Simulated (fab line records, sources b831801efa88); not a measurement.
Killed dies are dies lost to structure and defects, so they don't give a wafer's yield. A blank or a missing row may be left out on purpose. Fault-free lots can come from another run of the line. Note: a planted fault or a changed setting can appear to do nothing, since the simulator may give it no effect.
Matching of chambers || flow sfq_line || SFQ_TRILAYER_I0_CMP_CMP_028 on cmp-02 has 4 sister chambers
The step polishes SiO2. 4 wafers are shown with their chamber, then 7 later ones without.

EACH WAFER AND ITS CHAMBER
{"wafer": "L776.2", "chamber": 2, "motor_current_A (A)": 9.6}
{"wafer": "L776.4", "chamber": 0, "motor_current_A (A)": 9.1}
{"wafer": "L786.4", "chamber": 1, "motor_current_A (A)": 10.5}
{"wafer": "L786.2", "chamber": 3, "motor_current_A (A)": 10.2}

WAFERS WITH NO CHAMBER GIVEN
{"wafer": "L786.5", "motor_current_A (A)": 10.0}
{"wafer": "L787.1", "motor_current_A (A)": 9.7}
{"wafer": "L787.2", "motor_current_A (A)": 9.9}
{"wafer": "L787.6", "motor_current_A (A)": 8.5}
{"wafer": "L789.1", "motor_current_A (A)": 10.1}
{"wafer": "L789.3", "motor_current_A (A)": 9.0}
{"wafer": "L789.5", "motor_current_A (A)": 9.2}

WHICH CHAMBER EACH WENT THROUGH
{"wafer": "L786.5", "from the rows above": "can't be placed: 3 or 2 or 1", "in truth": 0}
{"wafer": "L787.1", "from the rows above": "can't be placed: 2 or 3 or 0", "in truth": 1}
{"wafer": "L787.2", "from the rows above": "can't be placed: 3 or 2 or 1 or 0", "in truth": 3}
{"wafer": "L787.6", "from the rows above": "can't be placed: 0 or 2", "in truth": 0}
{"wafer": "L789.1", "from the rows above": "can't be placed: 3 or 1 or 2", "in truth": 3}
{"wafer": "L789.3", "from the rows above": "can't be placed: 0 or 2", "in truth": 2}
{"wafer": "L789.5", "from the rows above": "can't be placed: 0 or 2", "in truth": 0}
Placed correctly: 0 of 7. Cannot be placed on the basis of these rows: 7; the candidates contain the true chamber in 5. Placed wrongly: 0.
How it was worked out, from the rows above alone: a wafer's distance from a chamber is the root of the sum, over the readings, of the square of ((its reading less the chamber's mean) divided by the reading's scatter). The wafer belongs to the nearest chamber; if the next one is less than 2 further off, it can't be placed. For every chamber, the mean is computed from those of its wafers that are shown. The scatter: with one shown wafer a chamber, the root of the mean of the squares of how far each hidden wafer lies from its nearest shown one.
